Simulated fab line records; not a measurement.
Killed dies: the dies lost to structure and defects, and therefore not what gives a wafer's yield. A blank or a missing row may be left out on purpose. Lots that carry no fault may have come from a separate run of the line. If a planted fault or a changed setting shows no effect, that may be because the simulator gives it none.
fab line records	flow sky130
record: lots: 5	wafers: 15	last_day: 49
route steps=708 shown METAL5@680 PASSIVATION@681 PAD_OPEN@694
lots that met no fault: taken from a fault-free run of the same line
start_h: hours from the record's first day to the start of the lot's first wafer shown	wait_h: hours since the lot's step before	" as in the row above	L1.1+2: several wafers, shown together as one row	- no value, or no start given	* or withheld: withheld	< > ~ a bound
route shown NAME@n: a module of which the file shows steps, and the number in the route of the first	usual: average and standard deviation across the fault-free wafers	same: alike in all rows	chamber/n: place in a boat	sites: each site's reading	_std_site: how widely they spread, as a standard deviation	_edge_site: outer sites' mean less inner sites'	radius_mm: how far each site lies from the wafer's centre	mask NAME#n: copy n	behind: the tool/chamber that last shaped the wafer	hold: cause of the lot's hold/its duration in hours/its outcome	device: the n, p or np transistor that did not switch	end of line: the tests these same wafers got at the end of their route	a step with no rows: only its recipe	killed: the dies lost at the first sort to structure and to defects; this is not the yield of the wafer	map: a wafer's dies, marking killed ones x, the rest . and places with no die _
set.NAME: setting as actually run; set.NAME@STEP: the setting as run at that earlier step	model.NAME: the simulator's own value behind a step, which no gauge read
lots seen at some steps along the route; tables by step, rows by wafer
services: from which hour (start_h, from the record's first day; less than 0 if before it) a tool's chamber was out of use, for how many hours, and why
== steps ==
step: SKY_METAL5_CLEAN_19
recipe: chemistry: O3/DIW	dry: n2_spin
step: SKY_PASSIVATION_CVD_00
recipe: material: SiO2	target_thk_nm: 90	temp_c: 400	time_s: withheld	rf_w: 600
usual: heater_power_w: 654/93
lot.wafer	tool	chamber	start_h	wait_h	heater_power_w
L587.1	pecvd-03	0	1036.68	0.0	664
L587.3	"	2	"	"	648
L587.4	"	1	"	"	737
L592.1	pecvd-04	0	1058.86	0.0	629
L592.3	"	1	"	"	588
L592.4	"	2	"	"	466
L597.1	pecvd-01	0	1093.61	0.0	724
L597.3	"	2	"	"	573
L597.5	"	2	"	"	583
L603.3	pecvd-04	1	1126.34	0.0	537
L603.5	"	2	"	"	465
L603.6	"	1	"	"	542
L605.3	pecvd-03	0	1144.91	0.0	691
L605.4	"	1	"	"	770
L605.6	"	2	"	"	596
step: SKY_PASSIVATION_THK_MEAS_01
recipe: reads: SiO2_of_PASSIVATION_CVD_00
usual: PASSIVATION_CVD_00_THK: 89.9/1.2
lot.wafer	tool	chamber	start_h	wait_h	PASSIVATION_CVD_00_THK[nm]
L587.1	film_metro-02	-	1036.70	-	89.5
L587.3	"	-	"	"	88.5
L587.4	"	-	"	"	90.2
L592.1	film_metro-03	-	1058.89	-	89.6
L592.3	"	-	"	"	90.3
L592.4	"	-	"	"	89.3
L597.1	film_metro-03	-	1093.63	-	88.2
L597.3	"	-	"	"	88.5
L597.5	"	-	"	"	89.7
L603.3	film_metro-04	-	1126.38	-	89.9
L603.5	"	-	"	"	90.6
L603.6	"	-	"	"	90.5
L605.3	film_metro-04	-	1144.95	-	88.4
L605.4	"	-	"	"	89.1
L605.6	"	-	"	"	87.8
step: SKY_PASSIVATION_CVD_02
recipe: material: Si3N4	target_thk_nm: 540	temp_c: 400	time_s: withheld	rf_w: 450
usual: heater_power_w: 691/110
lot.wafer	tool	chamber	start_h	wait_h	heater_power_w
L587.1	pecvd-01	1	1036.76	0.1	649
L587.3	"	2	"	"	709
L587.4	"	0	"	"	705
L592.1	pecvd-03	2	1058.95	0.1	674
L592.3	"	0	"	"	743
L592.4	"	1	"	"	851
L597.1	pecvd-04	1	1093.69	0.1	636
L597.3	"	0	"	"	810
L597.5	"	1	"	"	636
L603.3	pecvd-01	0	1126.42	0.0	826
L603.5	"	0	"	"	834
L603.6	"	2	"	"	709
L605.3	pecvd-04	0	1145.10	0.1	775
L605.4	"	2	"	"	454
L605.6	"	0	"	"	794
step: SKY_PASSIVATION_THK_MEAS_03
recipe: reads: Si3N4_of_PASSIVATION_CVD_02
usual: PASSIVATION_CVD_02_THK: 541/6.6
lot.wafer	tool	chamber	start_h	wait_h	PASSIVATION_CVD_02_THK[nm]
L587.1	film_metro-03	-	1036.99	-	537
L587.3	"	-	"	"	536
L587.4	"	-	"	"	553
L592.1	film_metro-04	-	1059.17	-	537
L592.3	"	-	"	"	535
L592.4	"	-	"	"	540
L597.1	film_metro-04	-	1093.91	-	543
L597.3	"	-	"	"	538
L597.5	"	-	"	"	547
L603.3	film_metro-02	-	1126.67	-	536
L603.5	"	-	"	"	543
L603.6	"	-	"	"	539
L605.3	film_metro-04	-	1145.35	-	545
L605.4	"	-	"	"	541
L605.6	"	-	"	"	542
step: SKY_PASSIVATION_DEHYDRATE_04
recipe: temp_c: 200	time_s: 60
step: SKY_PASSIVATION_HMDS_05
recipe: prime_time_s: 60	prime_temp_c: 120
step: SKY_PASSIVATION_COAT_06
recipe: spin_rpm: 2000	resist_thk_nm: 3000
step: SKY_PASSIVATION_SOFTBAKE_07
recipe: temp_c: 110	time_s: withheld
step: SKY_PASSIVATION_EXPOSE_08
recipe: mask_id: NSM	target_cd_nm: 3000	na: 0.57	dose_mj: 260
step: SKY_PASSIVATION_PEB_09
recipe: temp_c: 115	time_s: withheld
step: SKY_PASSIVATION_DEVELOP_10
recipe: develop_time_s: 60	dev_temp_c: 23
step: SKY_PASSIVATION_ETCH_11
recipe: chemistry: CF4/O2	target_depth_nm: 725	stop_on: AlCu	source_w: 800	bias_w: 150	pressure_mtorr: 150	cf4_flow_sccm: 80	O2_flow_sccm: 10	time_s: 161.1
usual: cf4_flow_sccm: 80.02/0.23	drypump_motor_current_A: 5.5/0.58	oes_product_au: 0.978/0.0077	rf_fwd_power_W: 796.9/2.8	throttle_valve_pct: 5.963/0.009
same: time_s: 161.1
lot.wafer	tool	chamber	start_h	wait_h	cf4_flow_sccm	drypump_motor_current_A	oes_product_au	rf_fwd_power_W	rf_hours_counter_h	throttle_valve_pct	model.coat_of_PASSIVATION_COAT_06.thk_nm
L587.1	rie_diel-03	2	1058.48	-	79.92	6.7	0.965	787.9	17	5.974	2515
L587.3	"	0	"	"	80.24	4.9	0.967	795.8	12	5.969	2524
L587.4	"	1	"	"	80.11	5.4	0.984	796.6	10	5.960	2512
L592.1	rie_diel-01	1	1080.01	-	79.70	5.6	0.975	797.1	14	5.950	2502
L592.3	"	2	"	"	79.77	4.9	0.971	796.1	21	5.968	2514
L592.4	"	3	"	"	79.86	5.2	0.974	796.5	12	5.959	2528
L597.1	rie_diel-01	1	1114.36	-	79.90	5.6	0.971	796.2	16	5.975	2504
L597.3	"	0	"	"	79.67	5.9	0.974	796.7	26	5.958	2512
L597.5	"	3	"	"	80.01	5.2	0.984	924.1	-	5.976	2463
L603.3	rie_diel-02	1	1145.16	-	80.04	5.2	0.981	802.0	20	5.945	2512
L603.5	"	2	"	"	79.84	5.4	0.978	799.9	-	5.955	2518
L603.6	"	3	"	"	80.06	6.2	0.980	793.6	-	5.971	2511
L605.3	rie_diel-02	3	1162.66	-	79.85	6.2	0.984	800.4	11	5.973	2527
L605.4	"	1	"	"	79.50	5.2	0.986	800.6	21	5.971	2518
L605.6	"	3	"	"	80.19	6.2	0.983	797.2	-	5.959	2533
step: SKY_PASSIVATION_STRIP_12
recipe: chemistry: O2/N2	power_w: 1400	pressure_mtorr: 1500	platen_temp_c: withheld	overash_fraction: 0.7	o2_flow_sccm: 3000	n2_flow_sccm: 300
usual: drypump_motor_current_A: 5.57/0.24	oes_product_au: 0.660/0.0047	strip_time_to_endpoint_s: 31.51/0.15
lot.wafer	tool	chamber	start_h	wait_h	drypump_motor_current_A	oes_product_au	rf_hours_counter_h	strip_time_to_endpoint_s
L587.1	plasma_asher-02	0	1058.58	0.1	5.43	0.660	93	31.51
L587.3	"	0	"	"	5.45	0.667	-	31.61
L587.4	"	1	"	"	5.56	0.658	-	31.49
L592.1	plasma_asher-01	1	1080.12	0.1	5.96	0.665	59	31.34
L592.3	"	0	"	"	5.54	0.655	-	31.49
L592.4	"	1	"	"	6.00	0.656	-	31.66
L597.1	plasma_asher-04	0	1114.47	0.1	5.75	0.661	38	31.37
L597.3	"	0	"	"	5.74	0.659	-	31.46
L597.5	"	0	"	"	5.75	0.660	-	30.88
L603.3	plasma_asher-02	0	1145.30	0.1	5.42	0.662	-	31.48
L603.5	"	0	"	"	5.43	0.657	-	31.53
L603.6	"	1	"	"	5.56	0.652	-	31.46
L605.3	plasma_asher-02	0	1162.80	0.1	5.43	0.655	-	31.65
L605.4	"	1	"	"	5.55	0.665	-	31.54
L605.6	"	1	"	"	5.57	0.664	-	31.72
step: SKY_PAD_OPEN_DEHYDRATE_00
recipe: temp_c: 200	time_s: 60
step: SKY_PAD_OPEN_PROBE_99
usual: defect_limited_yield: 82.4/1.8	killed_at_M0_to_M3: 44/6	killed_at_M4_up: 2.9/1.5	killed_at_contacts: 24/4.9	killed_at_front_end: 16/4.3	killed_at_other: 0.3/0.54	killed_dies: 87/8.7	killed_open: 48/6.7	killed_short: 39/5.9	sort_bin_3_pad_short: 0.9/0.4	sort_bin_5_function: 10.5/1.5	sort_bin_6_memory: 6.2/1.1	sort_n_pass: 405/8.7	sort_yield_pct: 82.4/1.8
same: gross_dies: 492	killed_at_back_side: 0	sort_bin_4_leakage[%]: 0	sort_bin_8_speed[%]: 0
lot.wafer	tool	chamber	start_h	wait_h	defect_limited_yield[%]	killed_at_M0_to_M3	killed_at_M4_up	killed_at_contacts	killed_at_front_end	killed_at_other	killed_dies	killed_open	killed_short	sort_bin_3_pad_short[%]	sort_bin_5_function[%]	sort_bin_6_memory[%]	sort_n_pass	sort_yield_pct[%]
L587.1	prober-02	-	1081.63	0.1	86.4	35	1	19	12	0	67	29	38	0.2	7.3	6.1	425	86.4
L587.3	prober-02	-	1081.73	0.2	80.5	50	6	24	16	0	96	57	39	0.2	12.2	7.1	396	80.5
L587.4	prober-02	-	1081.78	0.2	82.7	40	1	23	21	0	85	44	41	0.4	9.8	7.1	407	82.7
L592.1	prober-02	-	1103.43	0.1	79.1	59	5	18	21	0	103	56	47	0.6	12.8	7.5	389	79.1
L592.3	prober-02	-	1103.53	0.2	83.3	39	1	25	17	0	82	43	38	1.0	10.2	5.5	410	83.3
L592.4	prober-02	-	1103.58	0.2	83.5	35	2	29	14	1	81	45	36	1.0	9.6	5.9	411	83.5
L597.1	prober-02	-	1135.45	0.1	82.5	37	4	28	17	0	86	46	40	0.8	10.4	6.3	406	82.5
L597.3	prober-02	-	1135.55	0.2	84.8	43	3	19	10	0	75	38	37	1.2	7.3	6.7	417	84.8
L597.5	prober-02	-	1135.65	0.2	79.3	52	3	27	19	1	102	64	38	0.8	13.4	6.5	390	79.3
L603.3	prober-02	-	1165.47	0.2	82.9	41	2	26	14	1	84	50	34	0.4	10.6	6.1	408	82.9
L603.5	prober-02	-	1165.57	0.2	81.1	54	3	25	10	1	93	43	50	0.8	11.4	6.7	399	81.1
L603.6	prober-02	-	1165.62	0.2	83.3	46	3	22	11	0	82	47	35	0.8	8.9	6.9	410	83.3
L605.3	prober-02	-	1181.18	0.2	84.6	41	2	21	10	2	76	51	25	1.0	8.1	6.3	416	84.6
L605.4	prober-02	-	1181.23	0.2	82.9	50	2	23	8	1	84	54	30	0.2	10.8	6.1	408	82.9
L605.6	prober-02	-	1181.33	0.2	85.6	35	4	18	13	1	71	35	34	1.2	6.7	6.5	421	85.6
killed by level:class
L587.1 VIA1:geometric_particle:open=8 METAL2:geometric_particle:short=6 VIA2:geometric_particle:open=6 LI_CONTACT:geometric_particle:open=5 LOCAL_INTERCONNECT:geometric_particle:short=5 VIA1:geometric_particle:short=5 CONTACT:geometric_particle:short=4 CONTACT:geometric_particle:open=4
L587.3 VIA1:geometric_particle:open=17 VIA1:geometric_particle:short=9 CONTACT:geometric_particle:open=9 VIA2:geometric_particle:open=9 LI_CONTACT:geometric_particle:open=7 POLY_GATE:geometric_particle:open=6 POLY_GATE:geometric_particle:short=4 FIELD_ISO:geometric_particle:short=3
L587.4 CONTACT:geometric_particle:open=12 VIA1:geometric_particle:open=9 VIA1:geometric_particle:short=7 FIELD_ISO:geometric_particle:short=6 VIA2:geometric_particle:open=5 FIELD_ISO:geometric_particle:open=4 POLY_GATE:geometric_particle:open=4 CONTACT:geometric_particle:short=4
L592.1 VIA2:geometric_particle:open=11 METAL1:geometric_particle:short=11 VIA1:geometric_particle:open=11 VIA3:geometric_particle:open=11 FIELD_ISO:geometric_particle:open=7 LI_CONTACT:geometric_particle:open=5 CONTACT:geometric_particle:short=5 METAL2:geometric_particle:short=5
L592.3 LI_CONTACT:geometric_particle:open=7 VIA1:geometric_particle:open=7 CONTACT:geometric_particle:short=6 CONTACT:geometric_particle:open=6 METAL1:geometric_particle:short=6 VIA3:geometric_particle:open=6 FIELD_ISO:geometric_particle:open=5 LOCAL_INTERCONNECT:geometric_particle:short=5
L592.4 LI_CONTACT:geometric_particle:open=12 VIA3:geometric_particle:open=8 CONTACT:geometric_particle:open=7 VIA1:geometric_particle:open=6 METAL1:geometric_particle:short=6 POLY_GATE:geometric_particle:short=5 LOCAL_INTERCONNECT:geometric_particle:short=5 FIELD_ISO:geometric_particle:short=4
L597.1 CONTACT:geometric_particle:open=10 VIA1:geometric_particle:open=9 LI_CONTACT:geometric_particle:open=6 METAL1:geometric_particle:short=6 VIA1:geometric_particle:short=6 LOCAL_INTERCONNECT:geometric_particle:short=5 FIELD_ISO:geometric_particle:open=4 POLY_GATE:geometric_particle:short=4
L597.3 METAL2:geometric_particle:short=8 VIA1:geometric_particle:open=8 LI_CONTACT:geometric_particle:open=6 METAL1:geometric_particle:short=6 VIA3:geometric_particle:open=6 LI_CONTACT:geometric_particle:short=4 CONTACT:geometric_particle:open=4 VIA1:geometric_particle:short=4
L597.5 VIA1:geometric_particle:open=13 VIA3:geometric_particle:open=12 CONTACT:geometric_particle:open=11 VIA2:geometric_particle:open=8 POLY_GATE:geometric_particle:open=6 POLY_GATE:geometric_particle:short=6 LI_CONTACT:geometric_particle:open=5 METAL2:geometric_particle:short=5
L603.3 VIA1:geometric_particle:open=11 LI_CONTACT:geometric_particle:open=9 CONTACT:geometric_particle:open=8 VIA1:geometric_particle:short=8 VIA3:geometric_particle:open=7 FIELD_ISO:geometric_particle:open=5 CONTACT:geometric_particle:short=5 VIA3:geometric_particle:short=5
L603.5 VIA1:geometric_particle:open=9 CONTACT:geometric_particle:short=8 CONTACT:geometric_particle:open=8 METAL1:geometric_particle:short=7 METAL2:geometric_particle:short=7 METAL3:geometric_particle:short=7 VIA2:geometric_particle:open=6 VIA3:geometric_particle:open=5
L603.6 VIA1:geometric_particle:open=12 CONTACT:geometric_particle:open=7 VIA2:geometric_particle:open=7 VIA1:geometric_particle:short=7 VIA3:geometric_particle:open=7 LI_CONTACT:geometric_particle:open=6 CONTACT:geometric_particle:short=4 METAL1:geometric_particle:short=4
L605.3 VIA1:geometric_particle:open=11 VIA2:geometric_particle:open=8 LI_CONTACT:geometric_particle:open=7 CONTACT:geometric_particle:open=7 VIA3:geometric_particle:open=6 VIA1:geometric_particle:short=4 POLY_GATE:geometric_particle:short=3 CONTACT:geometric_particle:short=3
L605.4 VIA1:geometric_particle:open=13 VIA3:geometric_particle:open=11 LI_CONTACT:geometric_particle:open=8 CONTACT:geometric_particle:open=8 VIA2:geometric_particle:open=7 METAL3:geometric_particle:short=6 METAL1:geometric_particle:short=5 VIA1:geometric_particle:short=4
L605.6 VIA3:geometric_particle:open=7 CONTACT:geometric_particle:open=6 FIELD_ISO:geometric_particle:short=4 LI_CONTACT:geometric_particle:open=4 LOCAL_INTERCONNECT:geometric_particle:short=4 METAL1:geometric_particle:short=4 VIA2:geometric_particle:open=4 POLY_GATE:geometric_particle:short=3
== services ==
tool	chamber	start_h	hours	kind
rie_diel-02	-	1016.30	15.6	pm
plasma_asher-01	-	1016.82	6.5	repair
plasma_asher-04	-	1022.15	8.6	repair
rie_diel-01	1	1036.50	9.4	repair
rie_diel-02	-	1056.97	0.3	repair
pecvd-04	1	1059.46	2.0	repair
pecvd-01	-	1062.84	1.3	repair
pecvd-04	1	1064.94	1.9	repair
rie_diel-03	2	1075.81	5.5	repair
rie_diel-01	1	1089.30	1.7	repair
rie_diel-02	-	1091.73	0.8	repair
pecvd-03	0	1095.25	2.1	scheduled_down
rie_diel-02	2	1095.79	2.7	repair
plasma_asher-01	-	1120.21	1.6	repair
rie_diel-02	-	1121.34	0.5	repair
rie_diel-02	3	1136.10	4.9	repair
pecvd-01	-	1137.14	1.2	repair
pecvd-04	1	1138.18	10.1	repair
plasma_asher-01	-	1144.55	14.6	pm
pecvd-04	0	1150.15	16.5	scheduled_down
pecvd-03	-	1156.66	3.2	repair
pecvd-03	1	1160.91	2.1	scheduled_down
== key ==
first_sign: step: SKY_PASSIVATION_ETCH_11	reading: rf_fwd_power_W	direction: up	sigmas: 46	usual: 796.9	struck: 924.1
effect: step: SKY_PASSIVATION_STRIP_12	reading: strip_time_to_endpoint_s	direction: down	sigmas: 4.3	usual: *	struck: *
model_effect: step: SKY_PASSIVATION_ETCH_11	value: coat_of_PASSIVATION_COAT_06.thk_nm	without: 2530	struck: 2463
met_at SKY_PASSIVATION_ETCH_11
struck_wafers L597.5
onset_between 1080.01 1114.36
fault: kind: process_parameter_drift	tool: rie_diel-01	chamber: 3	onset_h: 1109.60	steps: SKY_PASSIVATION_ETCH_11	channel: source_w	offset: 128	shape: step	end_h: 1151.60	acts_in: these_recipes_only	stated: 800
